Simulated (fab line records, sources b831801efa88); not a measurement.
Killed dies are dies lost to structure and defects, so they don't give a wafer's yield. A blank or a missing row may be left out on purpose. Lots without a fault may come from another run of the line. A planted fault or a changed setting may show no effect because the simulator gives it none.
One fault seen from 2 desks | flow gf180mcu | each desk has only its own numbers; what lay behind them comes last

THE TOOL OWNER'S DESK: pvd_sputter-02
The tool's own readings at GF_V1_SPUTTER_21 (material Ti, target thk 15 nm, time 80.02 s): means of the sampled wafers that have a number, for each lot that ran on this tool. A lot is out of limits, marked OUT, if its mean lies more than 4 standard deviations from the usual mean; the brackets give that distance.
Columns: A = throttle_valve_pct at GF_V1_SPUTTER_21, usual 30.5 %
lot  | first seen here | A
L134 | day 18 05:02    | 30.9
L135 | day 18 09:13    | 30.4
L136 | day 19 03:44    | 30.8
L138 | day 20 01:21    | 31.2
L139 | day 20 18:00    | 30.9
L141 | day 21 19:37    | 31.1
L153 | day 25 04:30    | 30.8
L155 | day 25 14:22    | 31.0
This desk's finding: nothing out of limits on any of the 8 lots.

THE METROLOGY DESK
What the gauges read, lot by lot, whatever tool the lot ran on: means of the sampled wafers that have a number. A lot is out of limits, marked OUT, if its mean lies more than 4 standard deviations from the usual mean; the brackets give that distance.
Columns: A = MIM_ALCU_THK at GF_MIM_THK_MEAS_11, usual 199.8 nm; B = cd_nm at GF_V5_CD_MEAS_14, usual 259.9 nm
lot  | first seen here | A     | B
L133 | day 23 21:10    | 202.2 | 258.8
L134 | day 24 14:58    | 200.1 | 260.8
L135 | day 24 18:03    | 198.0 | 259.7
L136 | day 25 09:34    | 197.7 | 260.2
L138 | day 26 05:48    | 200.1 | 260.9
L137 | day 26 06:52    | 204.2 | 260.7
L139 | day 26 19:03    | 198.9 | 261.5
L140 | day 26 20:07    | 196.3 | 261.0
L141 | day 27 16:05    | 197.7 | 260.0
L152 | day 30 08:52    | 199.2 | 257.9
L153 | day 30 12:56    | 198.9 | 260.2
L155 | day 30 22:24    | 198.8 | 259.6
L156 | day 31 05:53    | 201.0 | 258.5
This desk's finding: nothing out of limits on any of the 13 lots.

PUT TOGETHER
The tool owner's desk saw nothing out of limits.
The metrology desk saw nothing out of limits.

WHAT THE SIMULATOR HAD PUT IN
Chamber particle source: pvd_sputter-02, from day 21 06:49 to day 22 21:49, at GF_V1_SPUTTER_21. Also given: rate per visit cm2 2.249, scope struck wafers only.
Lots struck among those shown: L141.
